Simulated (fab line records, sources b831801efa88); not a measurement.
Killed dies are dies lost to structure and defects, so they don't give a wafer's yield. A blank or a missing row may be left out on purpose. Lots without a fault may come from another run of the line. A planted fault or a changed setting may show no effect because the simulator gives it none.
Chamber matching | flow gf180mcu | GF_V4_CVD_02 on pecvd-01: 3 sister chambers
The step deposits SiO2 from TEOS, target thk 850 nm, time 94.851 s. 5 wafers are shown with their chamber, then 7 later ones without.

WAFERS WITH THEIR CHAMBER
wafer  | chamber | heater_power_w (W) | susceptor_temp_C (C)
L187.4 | 0       | 724                | 399.58
L188.3 | 1       | 581                | 400.06
L188.4 | 2       | 590                | 400.19
L189.1 | 1       | 600                | 400.22
L189.3 | 2       | 516                | 399.74

WAFERS WITHOUT THEIR CHAMBER
wafer  | heater_power_w (W) | susceptor_temp_C (C)
L189.4 | 575                | 399.97
L197.2 | 608                | 399.96
L197.3 | 744                | 399.94
L197.6 | 581                | 399.88
L200.3 | 619                | 400.14
L200.4 | 566                | 400.25
L200.5 | 771                | 399.81

WHICH CHAMBER EACH WENT THROUGH
wafer  | from the rows above     | in truth
L189.4 | can't be placed: 2 or 1 | 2
L197.2 | can't be placed: 1 or 2 | 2
L197.3 | 0                       | 0
L197.6 | can't be placed: 2 or 1 | 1
L200.3 | can't be placed: 1 or 2 | 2
L200.4 | can't be placed: 1 or 2 | 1
L200.5 | 0                       | 0
Placed correctly: 2 of 7. Can't be placed from these rows: 5 (the true chamber is among the candidates in 5). Placed wrongly: 0.
How it was worked out, from the rows above alone: a wafer's distance from a chamber is the root of the sum, over the readings, of the square of ((its reading less the chamber's mean) divided by the reading's scatter). The wafer belongs to the nearest chamber; if the next one is less than 2 further off, it can't be placed. A chamber's mean is the mean of its shown wafers. The scatter: the root of (the sum of the squares of (reading less its chamber's mean) over the shown wafers, divided by (wafers less chambers)).
